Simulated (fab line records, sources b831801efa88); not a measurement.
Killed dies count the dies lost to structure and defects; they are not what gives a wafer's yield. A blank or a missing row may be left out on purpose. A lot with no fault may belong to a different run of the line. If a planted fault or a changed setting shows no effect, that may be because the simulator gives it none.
One fault through the eyes of 2 desks ; flow sky130 ; every desk sees just its own numbers, and what lay behind them comes last

## THE METROLOGY DESK
What the gauges read, lot by lot, whatever tool the lot ran on: means of the sampled wafers that have a number. Marked OUT: a lot whose mean sits more than 4 standard deviations from the usual mean, which makes it out of limits; the brackets give that distance.
Columns: A = FIELD_ISO_CVD_03_THK at SKY_FIELD_ISO_THK_MEAS_04, usual 165.2 nm; B = NWELL_RS at SKY_NWELL_RS_MEAS_29, usual 624.4 ohm/sq
lot;first seen here;A;B
L182;day 1 13:37;166.5;622.1
L183;day 1 20:47;163.0;621.6
L184;day 2 00:49;165.3;623.6
L185;day 2 05:44;162.3;626.4
L187;day 2 14:29;165.8;623.4
L188;day 2 22:26;166.2;624.1
L190;day 3 06:58;162.1;623.4
L191;day 3 11:29;167.3;622.1
L195;day 4 08:42;166.2;621.4
L201;day 5 15:03;164.6;635.5 (+5.6) OUT
L204;day 6 03:29;164.9;631.3
L205;day 6 09:49;165.2;622.3
This desk finds L201 out of limits, with the earliest case on L201 at day 10 03:40 (NWELL_RS at SKY_NWELL_RS_MEAS_29). In limits: L182, L183, L184, L185, L187, L188, L190, L191, L195, L204, L205.

## THE TOOL OWNER'S DESK: implanter-01
The tool's own readings at SKY_NWELL_IMPLANT_11, given as means over the sampled wafers that have a number, one for each lot that went through this tool. Marked OUT: a lot whose mean sits more than 4 standard deviations from the usual mean, which makes it out of limits; the brackets give that distance.
Columns: A = beamEnergyKeV at SKY_NWELL_IMPLANT_11, usual 400.00
lot;first seen here;A
L187;day 5 15:31;399.98
L190;day 6 14:11;399.99
L195;day 7 19:59;399.93
L201;day 9 04:22;380.31 (-99 or more) OUT
L204;day 9 20:59;380.35 (-99 or more) OUT
This desk's finding: out of limits on L201, L204; first on L201, day 9 04:22 (beamEnergyKeV at SKY_NWELL_IMPLANT_11). In limits: L187, L190, L195.

## BROUGHT TOGETHER
The tool owner's desk could have raised an alarm at day 9 04:22, on L201, L204.
An alarm was possible from the metrology desk at day 10 03:40, on L201.
The metrology desk holds a record of L204, inside its limits.
On implanter-01, each named lot ran SKY_NWELL_IMPLANT_11.

## WHAT THE SIMULATOR HAD INSERTED
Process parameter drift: implanter-01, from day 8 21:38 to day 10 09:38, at SKY_NWELL_IMPLANT_11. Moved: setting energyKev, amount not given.
Struck lots among those shown: L201, L204.
Hours from the fault's start to each desk's first reading out of limits: the tool owner's desk, 7; the metrology desk, 30.
